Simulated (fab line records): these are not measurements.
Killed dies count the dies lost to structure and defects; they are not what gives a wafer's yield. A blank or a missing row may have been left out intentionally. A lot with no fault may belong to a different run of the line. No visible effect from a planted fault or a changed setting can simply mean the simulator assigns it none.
Which tool is to blame? / flow sky130 / Sampling: 11 lots, 33 wafers, 3 of 708 route steps

## WHAT THE GAUGES SHOWED, per wafer
SKY_VIA2_RS_MEAS_22: the measuring method here is four-point-probe.
lot=L700; measured=day 37 01:46; on=filmMetro-01; VIA2_W_RS (ohm/sq)=0.2728 0.2744 0.2754
lot=L702; measured=day 37 14:41; on=filmMetro-03; VIA2_W_RS (ohm/sq)=0.2773 0.2735 0.2723
lot=L706; measured=day 38 12:11; on=filmMetro-03; VIA2_W_RS (ohm/sq)=0.2734 0.2711 0.2742
lot=L708; measured=day 39 10:55; on=filmMetro-03; VIA2_W_RS (ohm/sq)=0.2432 0.2425 0.2426
lot=L709; measured=day 39 22:40; on=filmMetro-01; VIA2_W_RS (ohm/sq)=0.2396 0.2386 0.2373
lot=L710; measured=day 41 01:40; on=filmMetro-01; VIA2_W_RS (ohm/sq)=0.2697 0.2682 0.2680
lot=L716; measured=day 41 12:37; on=filmMetro-01; VIA2_W_RS (ohm/sq)=0.2744 0.2735 0.2721
lot=L719; measured=day 42 15:48; on=filmMetro-03; VIA2_W_RS (ohm/sq)=0.2724 0.2757 0.2741
lot=L720; measured=day 42 13:55; on=filmMetro-02; VIA2_W_RS (ohm/sq)=0.2763 0.2734 0.2753
lot=L721; measured=day 43 01:31; on=filmMetro-01; VIA2_W_RS (ohm/sq)=0.2760 0.2742 0.2734
lot=L722; measured=day 43 07:47; on=filmMetro-01; VIA2_W_RS (ohm/sq)=0.2697 0.2750 0.2719

## WHAT TOOL EACH LOT RAN ON (gives the tool, then ch and the chambers of the sampled wafers, and finally the start)
lot=L700; SKY_FIELD_ISO_ETCH_15=rieDiel-02 ch 0,1,2, day 2 08:58; SKY_VIA2_CVD_21=cvdW-02 ch 0,1, day 37 01:38
lot=L702; SKY_FIELD_ISO_ETCH_15=rieDiel-03 ch 0,1,3, day 2 22:28; SKY_VIA2_CVD_21=cvdW-02 ch 0,1, day 37 14:34
lot=L706; SKY_FIELD_ISO_ETCH_15=rieDiel-04 ch 1,2,3, day 3 17:04; SKY_VIA2_CVD_21=cvdW-02 ch 0,1, day 38 12:04
lot=L708; SKY_FIELD_ISO_ETCH_15=rieDiel-02 ch 0,2, day 4 04:50; SKY_VIA2_CVD_21=cvdW-02 ch 1, day 39 10:41
lot=L709; SKY_FIELD_ISO_ETCH_15=rieDiel-03 ch 0,2, day 4 09:35; SKY_VIA2_CVD_21=cvdW-02 ch 0,1, day 39 22:32
lot=L710; SKY_FIELD_ISO_ETCH_15=rieDiel-03 ch 0,1,3, day 4 15:04; SKY_VIA2_CVD_21=cvdW-01 ch 0,1, day 41 01:32
lot=L716; SKY_FIELD_ISO_ETCH_15=rieDiel-04 ch 0,3, day 5 21:49; SKY_VIA2_CVD_21=cvdW-01 ch 0,1, day 41 12:29
lot=L719; SKY_FIELD_ISO_ETCH_15=rieDiel-02 ch 0,2, day 6 15:58; SKY_VIA2_CVD_21=cvdW-01 ch 0,1, day 42 15:40
lot=L720; SKY_FIELD_ISO_ETCH_15=rieDiel-04 ch 0,2,3, day 6 19:22; SKY_VIA2_CVD_21=cvdW-01 ch 0,1, day 42 13:47
lot=L721; SKY_FIELD_ISO_ETCH_15=rieDiel-02 ch 0,3, day 7 00:22; SKY_VIA2_CVD_21=cvdW-02 ch 0,1, day 43 01:22
lot=L722; SKY_FIELD_ISO_ETCH_15=rieDiel-02 ch 0,1, day 7 04:11; SKY_VIA2_CVD_21=cvdW-02 ch 0,1, day 43 07:38
- SKY_FIELD_ISO_ETCH_15: etches the open film in CHF3/O2, stops on Si, target depth 180 nm, time 72 s.
- SKY_VIA2_CVD_21: deposits W, target thk 420 nm, time 126.4 s.

## THE ANSWER, worked out from the rows above alone
Rule: the usual values come from the lots themselves. The widest of any qualifying gaps counts: lots, ordered by their means at a reading, are off when they make up no more than a third of the lots, leave a main group of 4 or more, and stand apart from it by 3 or more times the standard deviation of that group's means. If all means in a main group match to the digits the tables above print for the reading, that group is not used. Also off: a lot with no number at a reading for which 4 or more lots have one. The other lots that the step has rows for count as sound.
Off: L708, L709, at SKY_VIA2_RS_MEAS_22 (VIA2_W_RS). For the main group the mean is 0.2732 ohm/sq and the standard deviation 0.0018.
If a tool, at a process step before that reading, ran all the lots that are off and no sound lot after the first of them, it fits. Those tools and the gauges at SKY_VIA2_RS_MEAS_22 are tried in the same way. None of those tried fits.

## WHAT THE SIMULATOR HAD INSERTED
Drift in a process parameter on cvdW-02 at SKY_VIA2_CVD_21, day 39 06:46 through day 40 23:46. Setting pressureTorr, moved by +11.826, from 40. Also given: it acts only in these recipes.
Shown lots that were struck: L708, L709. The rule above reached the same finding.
